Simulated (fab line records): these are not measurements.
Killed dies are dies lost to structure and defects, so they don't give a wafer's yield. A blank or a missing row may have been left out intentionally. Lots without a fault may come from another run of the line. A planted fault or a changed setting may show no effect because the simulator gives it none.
fab line records    flow sky130    part 1 of 2: steps 1 to 36 of 46
record: lots: 5  wafers: 15  lastDay: 50
route steps=708 shown VT_ADJUST_PCH@145 SONOS_TUNNEL@154 SONOS_ONO@168 GATE_OXIDE@187
lots untouched by any fault: they come from a run of this same line in which no faults occurred
startH: hours from the record's first day to the start of the lot's first wafer shown    waitH: hours since the lot's step before    " the same as in the row above    L1.1+2: a single row standing in for several wafers    - no value, or no start was given    * or withheld: withheld    < > ~ a bound
route shown NAME@n: names a module that has steps shown in the file, with the first one's number in the route    usual: mean/standard deviation taken from wafers without a fault    same: alike in all rows    chamber/n: place in a boat    sites: per-site readings    _std_site: the standard deviation of these    _edge_site: mean of outer sites minus mean of inner sites    radiusMm: for every site, how far away it sits from the centre of the wafer    mask NAME#n: copy n    behind: the most recent tool/chamber to have shaped the wafer    hold: cause of the lot's hold/its duration in hours/its outcome    device: names the non-switching transistor (n, p or np)    end of line: tests run on the same wafers once the route is complete    a step given without rows: its recipe and nothing more    killed: at the first sort, the dies lost to defects and structure; wafer yield is something else    map: the dies of a wafer, with x for killed, . for not killed, _ for no die there
set.NAME: setting as actually run; set.NAME@STEP: the setting as run at that earlier step    model.NAME: the simulator's own value behind a step, which no gauge read
a table for each step, a row for each wafer; lots at some steps of the route
services: the hour from which a tool's chamber was out of use, counted from the record's first day as startH (under 0 if before that day), plus the number of hours and why
== steps ==
step: SKY_VT_ADJUST_PCH_COAT_02
recipe: spinRpm: 2000  resistThkNm: 3000
lot.wafer   tool           chamber  startH  waitH
L081.1+3+5  lithoTrack-03  0        269.86  0.1
L084.1+2+6  lithoTrack-03  0        292.41  0.1
L088.2+5+6  lithoTrack-03  0        317.14  0.1
L094.3+5+6  lithoTrack-02  0        364.31  0.1
L097.1+5+6  lithoTrack-03  0        382.51  0.1
step: SKY_VT_ADJUST_PCH_SOFTBAKE_03
recipe: tempC: 110  timeS: withheld
lot.wafer   tool           chamber  startH  waitH
L081.1+3+5  lithoTrack-03  0        270.01  0.1
L084.1+2+6  lithoTrack-03  0        292.56  0.1
L088.2+5+6  lithoTrack-03  0        317.30  0.1
L094.3+5+6  lithoTrack-02  0        364.47  0.1
L097.1+5+6  lithoTrack-03  0        382.66  0.1
step: SKY_VT_ADJUST_PCH_EXPOSE_04
recipe: maskId: NWM  na: 0.6  sourceShape: conventional  sigmaOuter: 0.6  polarization: unpolarized  targetCdNm: 840  doseMj: 255
lot.wafer   tool             chamber  startH  waitH  mask
L081.1+3+5  ilineStepper-02  0        -       -      NWM#0
L084.1+2+6  ilineStepper-01  0        -       -      NWM#0
L088.2+5+6  ilineStepper-02  0        -       -      NWM#0
L094.3+5+6  ilineStepper-01  0        -       -      NWM#0
L097.1+5+6  ilineStepper-02  0        -       -      NWM#0
step: SKY_VT_ADJUST_PCH_PEB_05
recipe: tempC: 115  timeS: withheld
lot.wafer   tool           chamber  startH  waitH
L081.1+3+5  lithoTrack-02  0        -       -
L084.1+2+6  lithoTrack-03  0        -       -
L088.2+5+6  lithoTrack-04  0        -       -
L094.3+5+6  lithoTrack-03  0        -       -
L097.1+5+6  lithoTrack-04  0        -       -
step: SKY_VT_ADJUST_PCH_DEVELOP_06
recipe: wallAngleDeg: 90  developer: TMAH  developTimeS: 60  devTempC: 23
lot.wafer   tool           chamber  startH  waitH
L081.1+3+5  lithoTrack-02  0        -       -
L084.1+2+6  lithoTrack-03  0        -       -
L088.2+5+6  lithoTrack-04  0        -       -
L094.3+5+6  lithoTrack-03  0        -       -
L097.1+5+6  lithoTrack-04  0        -       -
step: SKY_VT_ADJUST_PCH_OVL_MEAS_07
usual: VT_ADJUST_PCH_OVL: 0.2/1.4
lot.wafer  tool        chamber  startH  waitH  VT_ADJUST_PCH_OVL[nm]
L081.1     overlay-01  -        281.01  -      1.1
L081.3     "           -        "       "      -0.8
L081.5     "           -        "       "      0.9
L084.1     overlay-01  -        305.46  -      2.5
L084.2     "           -        "       "      1.0
L084.6     "           -        "       "      1.2
L088.2     overlay-01  -        330.93  -      0.3
L088.5     "           -        "       "      -1.5
L088.6     "           -        "       "      -1.4
L094.3     overlay-02  -        377.97  -      2.8
L094.5     "           -        "       "      2.6
L094.6     "           -        "       "      2.3
L097.1     overlay-02  -        396.72  -      3.0
L097.5     "           -        "       "      -0.2
L097.6     "           -        "       "      0.3
step: SKY_VT_ADJUST_PCH_IMPLANT_08
recipe: species: B  energyKev: 10  doseCm2: 5e+11  tiltDeg: withheld
lot.wafer   tool          chamber  startH  waitH
L081.1+3+5  implanter-01  0        281.04  0.0
L084.1+2+6  implanter-01  0        305.50  0.0
L088.2+5+6  implanter-02  0        330.99  0.0
L094.3+5+6  implanter-01  0        378.05  0.1
L097.1+5+6  implanter-02  0        396.76  0.0
step: SKY_VT_ADJUST_PCH_STRIP_09
recipe: chemistry: O2/N2  powerW: 1400  pressureMtorr: 1500  platenTempC: withheld  o2FlowSccm: 3000  n2FlowSccm: 300  overashFraction: 0.5
usual: drypumpMotorCurrentA: 6.0/0.36  o2FlowSccm: 3000/9  oesProductAu: 0.722/0.0046  stripTimeToEndpointS: 36.90/0.089
lot.wafer  tool            chamber  startH  waitH  drypumpMotorCurrentA  o2FlowSccm  oesProductAu  rfHoursCounterH  stripTimeToEndpointS
L081.1     plasmaAsher-03  1        281.19  0.1    6.5                   3011        0.725         45               36.79
L081.3     "               0        "       "      6.3                   2996        0.736         -                36.89
L081.5     "               1        "       "      6.5                   3001        0.725         -                36.89
L084.1     plasmaAsher-02  1        305.65  0.1    6.1                   3005        0.716         61               37.00
L084.2     "               0        "       "      5.7                   2994        0.721         61               36.98
L084.6     "               1        "       "      6.1                   3002        0.716         -                36.96
L088.2     plasmaAsher-03  1        331.11  0.1    6.5                   3008        0.724         50               36.89
L088.5     "               1        "       "      6.5                   3005        0.729         -                36.94
L088.6     "               0        "       "      6.3                   3010        0.720         -                36.90
L094.3     plasmaAsher-03  0        378.18  0.1    6.3                   2985        0.722         -                37.02
L094.5     "               0        "       "      6.3                   2992        0.723         -                36.91
L094.6     "               1        "       "      6.5                   3006        0.715         -                36.95
L097.1     plasmaAsher-02  0        396.91  0.1    5.7                   3000        0.720         70               36.99
L097.5     "               0        "       "      5.7                   3005        0.720         -                36.92
L097.6     "               1        "       "      6.1                   2991        0.722         -                36.99
step: SKY_VT_ADJUST_PCH_TW_MEAS_10
usual: VT_ADJUST_PCH_TW: 143.1/0.74
lot.wafer  tool          chamber  startH  waitH  VT_ADJUST_PCH_TW
L081.1     filmMetro-04  -        281.29  0.1    143.1
L081.3     "             -        "       "      143.1
L081.5     "             -        "       "      143.1
L084.1     filmMetro-01  -        305.75  0.1    143.7
L084.2     "             -        "       "      143.5
L084.6     "             -        "       "      142.6
L088.2     filmMetro-04  -        331.22  0.1    145.3
L088.5     "             -        "       "      144.1
L088.6     "             -        "       "      144.0
L094.3     filmMetro-01  -        378.27  0.1    142.7
L094.5     "             -        "       "      142.4
L094.6     "             -        "       "      142.5
L097.1     filmMetro-01  -        397.01  0.1    142.6
L097.5     "             -        "       "      142.4
L097.6     "             -        "       "      142.4
step: SKY_SONOS_TUNNEL_DEHYDRATE_00
recipe: tempC: 200  timeS: 60
lot.wafer   tool           chamber  startH  waitH
L081.1+3+5  lithoTrack-03  0        292.76  11.5
L084.1+2+6  lithoTrack-03  0        318.11  12.4
L088.2+5+6  lithoTrack-01  0        343.67  12.4
L094.3+5+6  lithoTrack-02  0        392.01  13.7
L097.1+5+6  lithoTrack-02  0        411.46  14.4
step: SKY_SONOS_TUNNEL_HMDS_01
recipe: primeTimeS: 60  primeTempC: 120
lot.wafer   tool           chamber  startH  waitH
L081.1+3+5  lithoTrack-03  0        292.91  0.1
L084.1+2+6  lithoTrack-03  0        318.26  0.1
L088.2+5+6  lithoTrack-01  0        343.82  0.1
L094.3+5+6  lithoTrack-02  0        392.16  0.1
L097.1+5+6  lithoTrack-02  0        411.61  0.1
step: SKY_SONOS_TUNNEL_COAT_02
recipe: resist: NOVOLAK  spinRpm: 3000  resistThkNm: 1140
lot.wafer   tool           chamber  startH  waitH
L081.1+3+5  lithoTrack-03  0        293.06  0.1
L084.1+2+6  lithoTrack-03  0        318.41  0.1
L088.2+5+6  lithoTrack-01  0        343.97  0.1
L094.3+5+6  lithoTrack-02  0        392.31  0.1
L097.1+5+6  lithoTrack-02  0        411.76  0.1
step: SKY_SONOS_TUNNEL_SOFTBAKE_03
recipe: tempC: 90  timeS: 60  resist: NOVOLAK
lot.wafer   tool           chamber  startH  waitH
L081.1+3+5  lithoTrack-03  0        293.21  0.1
L084.1+2+6  lithoTrack-03  0        318.56  0.1
L088.2+5+6  lithoTrack-01  0        344.12  0.1
L094.3+5+6  lithoTrack-02  0        392.46  0.1
L097.1+5+6  lithoTrack-02  0        411.91  0.1
step: SKY_SONOS_TUNNEL_EXPOSE_04
recipe: maskId: TUNM  na: 0.6  sourceShape: conventional  sigmaOuter: 0.6  polarization: unpolarized  targetCdNm: 410  doseMj: 136
lot.wafer   tool             chamber  startH  waitH  mask
L081.1+3+5  ilineStepper-01  0        -       -      TUNM#0
L084.1+2+6  ilineStepper-01  0        -       -      TUNM#0
L088.2+5+6  ilineStepper-01  0        -       -      TUNM#0
L094.3+5+6  ilineStepper-02  0        -       -      TUNM#0
L097.1+5+6  ilineStepper-02  0        -       -      TUNM#0
step: SKY_SONOS_TUNNEL_PEB_05
recipe: tempC: withheld  timeS: *  resist: NOVOLAK
lot.wafer   tool           chamber  startH  waitH
L081.1+3+5  lithoTrack-01  0        -       -
L084.1+2+6  lithoTrack-01  0        -       -
L088.2+5+6  lithoTrack-03  0        -       -
L094.3+5+6  lithoTrack-01  0        -       -
L097.1+5+6  lithoTrack-02  0        -       -
step: SKY_SONOS_TUNNEL_DEVELOP_06
recipe: resist: NOVOLAK  developer: TMAH  developTimeS: 60  devTempC: 23
lot.wafer   tool           chamber  startH  waitH
L081.1+3+5  lithoTrack-01  0        305.84  0.1
L084.1+2+6  lithoTrack-01  0        331.34  0.1
L088.2+5+6  lithoTrack-03  0        358.79  0.1
L094.3+5+6  lithoTrack-01  0        407.29  0.1
L097.1+5+6  lithoTrack-02  0        426.91  0.1
step: SKY_SONOS_TUNNEL_CD_MEAS_07
recipe: targetCdNm: 410
usual: cdNm: 409.1/2.4
lot.wafer  tool      chamber  startH  waitH  cdNm
L081.1     cdSem-01  -        305.99  0.1    408.7
L081.3     "         -        "       "      411.6
L081.5     "         -        "       "      410.9
L084.1     cdSem-01  -        331.49  0.1    408.3
L084.2     "         -        "       "      406.6
L084.6     "         -        "       "      407.8
L088.2     cdSem-02  -        359.01  0.2    412.0
L088.5     "         -        "       "      411.9
L088.6     "         -        "       "      410.7
L094.3     cdSem-02  -        407.43  0.1    409.2
L094.5     "         -        "       "      409.4
L094.6     "         -        "       "      408.8
L097.1     cdSem-01  -        427.06  0.1    411.1
L097.5     "         -        "       "      412.2
L097.6     "         -        "       "      410.5
step: SKY_SONOS_TUNNEL_OVL_MEAS_08
usual: SONOS_TUNNEL_OVL: -0.1/1.2
lot.wafer  tool        chamber  startH  waitH  SONOS_TUNNEL_OVL[nm]
L081.1     overlay-01  -        306.11  0.1    0.4
L081.3     "           -        "       "      1.3
L081.5     "           -        "       "      1.0
L084.1     overlay-01  -        331.61  0.1    -1.4
L084.2     "           -        "       "      -0.2
L084.6     "           -        "       "      -1.4
L088.2     overlay-01  -        359.12  0.1    -2.0
L088.5     "           -        "       "      -2.1
L088.6     "           -        "       "      -1.0
L094.3     overlay-01  -        407.52  0.1    -0.7
L094.5     "           -        "       "      -0.9
L094.6     "           -        "       "      -2.6
L097.1     overlay-02  -        427.18  0.1    0.0
L097.5     "           -        "       "      0.8
L097.6     "           -        "       "      0.1
step: SKY_SONOS_TUNNEL_IMPLANT_09
recipe: species: B  energyKev: 20  doseCm2: 1e+12  tiltDeg: withheld
lot.wafer   tool          chamber  startH  waitH
L081.1+3+5  implanter-04  0        306.15  0.0
L084.1+2+6  implanter-02  0        331.65  0.0
L088.2+5+6  implanter-04  0        359.17  0.0
L094.3+5+6  implanter-04  0        407.60  0.1
L097.1+5+6  implanter-03  0        427.21  0.0
step: SKY_SONOS_TUNNEL_WET_ETCH_10
recipe: chemistry: dHF  targetDepthNm: 14  target: SiO2  dilution: 100:1  tempC: 25  timeS: 280
lot.wafer   tool         chamber  startH  waitH
L081.1+3+5  wetBench-03  0        306.30  0.1
L084.1+2+6  wetBench-02  1        331.80  0.1
L088.2+5+6  wetBench-03  3        359.30  0.1
L094.3+5+6  wetBench-04  0        407.70  0.1
L097.1+5+6  wetBench-02  0        427.36  0.1
step: SKY_SONOS_TUNNEL_STRIP_11
recipe: chemistry: SPM  timeS: 600  tempC: 130
lot.wafer   tool         chamber  startH  waitH
L081.1+3+5  wetBench-04  1        306.39  0.0
L084.1+2+6  wetBench-04  0        331.89  0.0
L088.2+5+6  wetBench-04  0        359.39  0.0
L094.3+5+6  wetBench-02  1        407.78  0.0
L097.1+5+6  wetBench-04  1        427.45  0.0
step: SKY_SONOS_TUNNEL_TW_MEAS_12
usual: SONOS_TUNNEL_TW: 197.3/1.8
lot.wafer  tool          chamber  startH  waitH  SONOS_TUNNEL_TW
L081.1     filmMetro-04  -        306.56  0.0    199.3
L081.3     "             -        "       "      198.2
L081.5     "             -        "       "      200.2
L084.1     filmMetro-04  -        332.08  0.0    199.4
L084.2     "             -        "       "      200.0
L084.6     "             -        "       "      198.9
L088.2     filmMetro-03  -        359.78  0.0    196.2
L088.5     "             -        "       "      196.3
L088.6     "             -        "       "      196.6
L094.3     filmMetro-04  -        408.00  0.0    197.9
L094.5     "             -        "       "      197.9
L094.6     "             -        "       "      198.7
L097.1     filmMetro-03  -        427.62  0.0    195.3
L097.5     "             -        "       "      195.6
L097.6     "             -        "       "      196.1
step: SKY_SONOS_TUNNEL_CLEAN_13
recipe: chemistry: dHF  timeS: 20  dilution: 100:1  dry: ipaMarangoni
lot.wafer   tool         chamber  startH  waitH
L081.1+3+5  wetBench-03  1        306.62  0.1
L084.1+2+6  wetBench-02  2        332.14  0.1
L088.2+5+6  wetBench-03  3        359.83  0.0
L094.3+5+6  wetBench-03  3        408.04  0.0
L097.1+5+6  wetBench-02  2        427.68  0.1
step: SKY_SONOS_ONO_OXIDATION_00
recipe: tempC: 800  ambient: O2  idleTempC: 700  rampUpCPerMin: 10  rampDownCPerMin: 3  stabiliseS: 600  purgeS: 300  targetThkA: 26  oxTimeS: 1249
usual: zonePowerUpperPct: 15.46/0.28
lot.wafer  tool        chamber  startH  waitH  zonePowerUpperPct
L081.1     furnace-01  0        307.88  1.2    15.67
L081.3     "           0        "       "      15.85
L081.5     "           0        "       "      15.56
L084.1     furnace-01  0        333.03  0.9    15.90
L084.2     "           0        "       "      15.83
L084.6     "           0        "       "      15.54
L088.2     furnace-02  0        359.84  0.0    14.98
L088.5     "           0        "       "      15.39
L088.6     "           0        "       "      15.49
L094.3     furnace-01  0        408.87  0.8    15.77
L094.5     "           0        "       "      15.82
L094.6     "           0        "       "      15.66
L097.1     furnace-02  0        428.57  0.9    15.05
L097.5     "           0        "       "      15.29
L097.6     "           0        "       "      15.45
step: SKY_SONOS_ONO_THK_MEAS_01
recipe: reads: SiO2_of_SONOS_ONO_OXIDATION_00
usual: SONOS_ONO_OXIDATION_THK: 2.60/0.048
lot.wafer  tool          chamber  startH  waitH  SONOS_ONO_OXIDATION_THK[nm]
L081.1     filmMetro-04  -        309.22  0.0    2.52
L081.3     "             -        "       "      2.53
L081.5     "             -        "       "      2.54
L084.1     filmMetro-03  -        334.37  0.0    2.61
L084.2     "             -        "       "      2.56
L084.6     "             -        "       "      2.57
L088.2     filmMetro-04  -        361.20  0.0    2.62
L088.5     "             -        "       "      2.62
L088.6     "             -        "       "      2.59
L094.3     filmMetro-04  -        410.23  0.0    2.59
L094.5     "             -        "       "      2.64
L094.6     "             -        "       "      2.64
L097.1     filmMetro-03  -        429.92  0.0    2.69
L097.5     "             -        "       "      2.69
L097.6     "             -        "       "      2.64
step: SKY_SONOS_ONO_CVD_02
recipe: material: Si3N4  precursor: DCS/NH3  targetThkNm: 10.5  tempC: 770  timeS: 180  pressureMtorr: 250
usual: pressureMtorr: 250.1/0.54  susceptorTempC: 770.1/0.35  zonePowerUpperPct: 14.2/0.44
lot.wafer  tool      chamber  startH  waitH  pressureMtorr  susceptorTempC  zonePowerUpperPct
L081.1     lpcvd-02  0        309.28  0.1    250.8          770.0           14.0
L081.3     "         0        "       "      250.0          770.2           13.8
L081.5     "         0        "       "      249.5          770.0           13.9
L084.1     lpcvd-02  0        337.61  3.2    250.2          769.9           13.7
L084.2     "         0        "       "      250.1          769.7           13.6
L084.6     "         0        "       "      249.9          770.1           14.0
L088.2     lpcvd-02  1        361.93  0.7    249.4          770.2           14.5
L088.5     "         1        "       "      249.9          770.2           14.5
L088.6     "         1        "       "      250.2          770.2           15.0
L094.3     lpcvd-02  0        410.27  0.0    249.7          769.2           13.9
L094.5     "         0        "       "      249.7          769.4           13.8
L094.6     "         0        "       "      249.7          769.8           13.9
L097.1     lpcvd-02  0        429.98  0.1    250.6          769.6           13.8
L097.5     "         0        "       "      250.5          770.0           14.0
L097.6     "         0        "       "      250.6          769.6           13.8
step: SKY_SONOS_ONO_THK_MEAS_03
recipe: reads: Si3N4_of_SONOS_ONO_CVD_02
usual: SONOS_ONO_CVD_02_THK: 10.52/0.12
lot.wafer  tool          chamber  startH  waitH  SONOS_ONO_CVD_02_THK[nm]
L081.1     filmMetro-03  -        310.33  0.0    10.69
L081.3     "             -        "       "      10.55
L081.5     "             -        "       "      10.59
L084.1     filmMetro-04  -        338.66  0.0    10.31
L084.2     "             -        "       "      10.32
L084.6     "             -        "       "      10.44
L088.2     filmMetro-02  -        362.99  0.0    10.42
L088.5     "             -        "       "      10.30
L088.6     "             -        "       "      10.45
L094.3     filmMetro-02  -        411.34  0.0    10.65
L094.5     "             -        "       "      10.64
L094.6     "             -        "       "      10.63
L097.1     filmMetro-04  -        431.03  0.0    10.56
L097.5     "             -        "       "      10.66
L097.6     "             -        "       "      10.68
step: SKY_SONOS_ONO_CVD_04
recipe: material: SiO2  precursor: SiH4/N2O  targetThkNm: 5.7199  tempC: 900  pressureMtorr: 400
usual: pressureMtorr: 400.1/0.86  susceptorTempC: 900.0/0.37  zonePowerUpperPct: 18.1/0.56
lot.wafer  tool      chamber  startH  waitH  pressureMtorr  susceptorTempC  zonePowerUpperPct
L081.1     lpcvd-03  0        310.39  0.1    399.9          899.7           18.7
L081.3     "         0        "       "      399.2          900.0           18.4
L081.5     "         0        "       "      399.7          900.4           18.8
L084.1     lpcvd-03  1        338.72  0.1    399.5          899.7           17.8
L084.2     "         1        "       "      400.7          899.4           17.8
L084.6     "         1        "       "      401.4          899.6           17.9
L088.2     lpcvd-03  0        363.04  0.0    400.1          900.2           18.5
L088.5     "         0        "       "      399.1          900.4           18.7
L088.6     "         0        "       "      399.6          900.3           18.4
L094.3     lpcvd-03  1        411.38  0.0    400.5          899.3           17.5
L094.5     "         1        "       "      399.5          899.7           17.7
L094.6     "         1        "       "      399.4          898.9           17.6
L097.1     lpcvd-03  1        431.09  0.1    400.7          900.3           17.4
L097.5     "         1        "       "      399.9          899.9           17.4
L097.6     "         1        "       "      401.3          899.9           17.9
step: SKY_SONOS_ONO_THK_MEAS_05
recipe: reads: SiO2_of_SONOS_ONO_CVD_04
usual: SONOS_ONO_CVD_04_THK: 5.75/0.12
lot.wafer  tool          chamber  startH  waitH  SONOS_ONO_CVD_04_THK[nm]
L081.1     filmMetro-04  -        311.64  0.0    5.62
L081.3     "             -        "       "      5.77
L081.5     "             -        "       "      5.73
L084.1     filmMetro-02  -        339.97  0.0    5.78
L084.2     "             -        "       "      5.78
L084.6     "             -        "       "      5.75
L088.2     filmMetro-04  -        364.30  0.0    5.86
L088.5     "             -        "       "      5.85
L088.6     "             -        "       "      5.98
L094.3     filmMetro-04  -        412.65  0.0    5.69
L094.5     "             -        "       "      5.69
L094.6     "             -        "       "      5.58
L097.1     filmMetro-03  -        432.34  0.0    5.63
L097.5     "             -        "       "      5.84
L097.6     "             -        "       "      5.60
step: SKY_SONOS_ONO_DEHYDRATE_06
recipe: tempC: 200  timeS: 60
lot.wafer   tool           chamber  startH  waitH
L081.1+3+5  lithoTrack-04  0        324.18  12.5
L084.1+2+6  lithoTrack-04  0        353.07  13.1
L088.2+5+6  lithoTrack-01  0        377.47  13.2
L094.3+5+6  lithoTrack-01  0        427.49  14.8
L097.1+5+6  lithoTrack-04  0        447.67  15.3
step: SKY_SONOS_ONO_HMDS_07
recipe: primeTimeS: 60  primeTempC: 120
lot.wafer   tool           chamber  startH  waitH
L081.1+3+5  lithoTrack-04  0        324.33  0.1
L084.1+2+6  lithoTrack-04  0        353.22  0.1
L088.2+5+6  lithoTrack-01  0        377.62  0.1
L094.3+5+6  lithoTrack-01  0        427.64  0.1
L097.1+5+6  lithoTrack-04  0        447.82  0.1
step: SKY_SONOS_ONO_COAT_08
recipe: resist: NOVOLAK  spinRpm: 3000  resistThkNm: 1140
lot.wafer   tool           chamber  startH  waitH
L081.1+3+5  lithoTrack-04  0        324.48  0.1
L084.1+2+6  lithoTrack-04  0        353.37  0.1
L088.2+5+6  lithoTrack-01  0        377.77  0.1
L094.3+5+6  lithoTrack-01  0        427.79  0.1
L097.1+5+6  lithoTrack-04  0        447.97  0.1
step: SKY_SONOS_ONO_SOFTBAKE_09
recipe: tempC: 90  timeS: 60  resist: NOVOLAK
lot.wafer   tool           chamber  startH  waitH
L081.1+3+5  lithoTrack-04  0        324.63  0.1
L084.1+2+6  lithoTrack-04  0        353.52  0.1
L088.2+5+6  lithoTrack-01  0        377.92  0.1
L094.3+5+6  lithoTrack-01  0        427.94  0.1
L097.1+5+6  lithoTrack-04  0        448.12  0.1
step: SKY_SONOS_ONO_EXPOSE_10
recipe: maskId: ONOM  targetCdNm: 410  na: 0.6  sourceShape: conventional  sigmaOuter: 0.6  doseMj: 150
lot.wafer   tool             chamber  startH  waitH  mask
L081.1+3+5  ilineStepper-02  0        -       -      ONOM#0
L084.1+2+6  ilineStepper-02  0        -       -      ONOM#0
L088.2+5+6  ilineStepper-02  0        -       -      ONOM#0
L094.3+5+6  ilineStepper-01  0        -       -      ONOM#0
L097.1+5+6  ilineStepper-01  0        -       -      ONOM#0
step: SKY_SONOS_ONO_PEB_11
recipe: tempC: withheld  timeS: *  resist: NOVOLAK
lot.wafer   tool           chamber  startH  waitH
L081.1+3+5  lithoTrack-04  0        -       -
L084.1+2+6  lithoTrack-01  0        -       -
L088.2+5+6  lithoTrack-03  0        -       -
L094.3+5+6  lithoTrack-01  0        -       -
L097.1+5+6  lithoTrack-03  0        -       -
step: SKY_SONOS_ONO_DEVELOP_12
recipe: developTimeS: 60  devTempC: 23
lot.wafer   tool           chamber  startH  waitH
L081.1+3+5  lithoTrack-04  0        337.37  0.1
L084.1+2+6  lithoTrack-01  0        367.09  0.1
L088.2+5+6  lithoTrack-03  0        392.19  0.1
L094.3+5+6  lithoTrack-01  0        442.94  0.1
L097.1+5+6  lithoTrack-03  0        462.91  0.1
